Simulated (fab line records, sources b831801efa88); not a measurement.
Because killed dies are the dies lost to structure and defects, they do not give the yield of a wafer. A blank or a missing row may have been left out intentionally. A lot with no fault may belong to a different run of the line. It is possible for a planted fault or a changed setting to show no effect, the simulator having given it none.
Struck lot and sound lot, side by side -- flow sky130 -- 15 steps out of a route of 708
Sound: these wafers, L204.2, L204.4, L204.5. Struck: wafers L211.1, L211.2, L211.3. Last of all comes the cause.
Each step with rows lists, per side, the tool, then ch with its chambers, then its first start. Under that, the readings that differ: sound wafers -- struck wafers -- difference of the means -- sigmas: that difference in standard deviations of wafers without a fault.
alike: readings with means less than 2 such deviations apart, plus words and numbers identical on both sides. not compared: withheld readings, readings lacking a value on some wafer, bounds such as >300 that could conceal the same value, and numbers that have no deviation in the record and whose values overlap.
Wherever a step has rows on one side only, a row that says differs or no value, or a row with sigmas, the two part there. Numbers that have no deviation but don't overlap get no sigmas and don't part them. A reading that every wafer of one side lacks parts them only if that side has two wafers or more.

first, 8 steps without rows for these wafers: SKY_METAL3_DEHYDRATE_05 (time 60 s); SKY_METAL3_HMDS_06 (prime time 60 s); SKY_METAL3_COAT_07 (resist thk 60 nm); SKY_METAL3_COAT_08 (resist thk 1140 nm); SKY_METAL3_SOFTBAKE_09 (time 90 s); SKY_METAL3_EXPOSE_10 (exposes mask MM3, target cd 300 nm); SKY_METAL3_PEB_11; SKY_METAL3_DEVELOP_12 (develop time 60 s).
SKY_METAL3_CD_MEAS_13 targets a cd of 300 nm.
  sound: cdSem-01 at day 42 00:34; struck: cdSem-01 at day 43 22:56
  alike: cdNm
SKY_METAL3_OVL_MEAS_14:
  sound: overlay-02 at day 42 00:40; struck: overlay-02 at day 43 23:03
  alike: METAL3_OVL
SKY_METAL3_DESCUM_15: chemistry O2, time 8 s.
  sound on rieMetal-01 ch 0,1, day 42 00:42; struck on rieMetal-02 ch 1, day 43 23:05
  alike: drypumpMotorCurrentA, oesProductAu, rfFwdPowerW
  not compared: rfHoursCounterH
SKY_METAL3_ETCH_16: etches BARC in N2/H2, stops on SiO2, time 88.2 s, target depth 60 nm.
  sound on rieMetal-01 ch 0,1, day 42 00:44; struck on rieMetal-02 ch 1, day 43 23:09
  alike: drypumpMotorCurrentA, oesProductAu, rfFwdPowerW, throttleValvePct
  not compared: rfHoursCounterH
SKY_METAL3_ETCH_17: etches SiO2 in C4F8/O2/Ar, stops on TiN, time 3.9 s, target depth 15 nm.
  sound on rieDiel-03 ch 0,1,2, day 42 00:50; struck on rieDiel-02 ch 0,1,3, day 43 23:21
reading,sound,struck,difference,sigmas
rfFwdPowerW (W),1466 1459 1459,1222 1243 1227,-231,-34
  alike: oesProductAu
  not compared: rfHoursCounterH
SKY_METAL3_METAL_ETCH_18: etches the open film in Cl2/BCl3, stops on SiO2, target depth 845 nm, time 183.1 s.
  sound on rieMetal-03 ch 0, day 42 00:51; struck on rieMetal-01 ch 0,1, day 43 23:22
  alike: bcl3FlowSccm, drypumpMotorCurrentA, oesProductAu, rfFwdPowerW, throttleValvePct
  not compared: rfHoursCounterH
SKY_PAD_OPEN_PROBE_99:
  sound wafers here have rows in the record (prober-01, day 48 16:22); struck ones have none

## WHERE THEY PART
Earliest at SKY_METAL3_ETCH_17; latest, in this record, at SKY_PAD_OPEN_PROBE_99.

WHY: whatever the simulator had introduced
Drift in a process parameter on rieDiel-02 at SKY_METAL3_ETCH_17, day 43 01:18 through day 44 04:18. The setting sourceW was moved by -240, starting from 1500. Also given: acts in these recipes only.
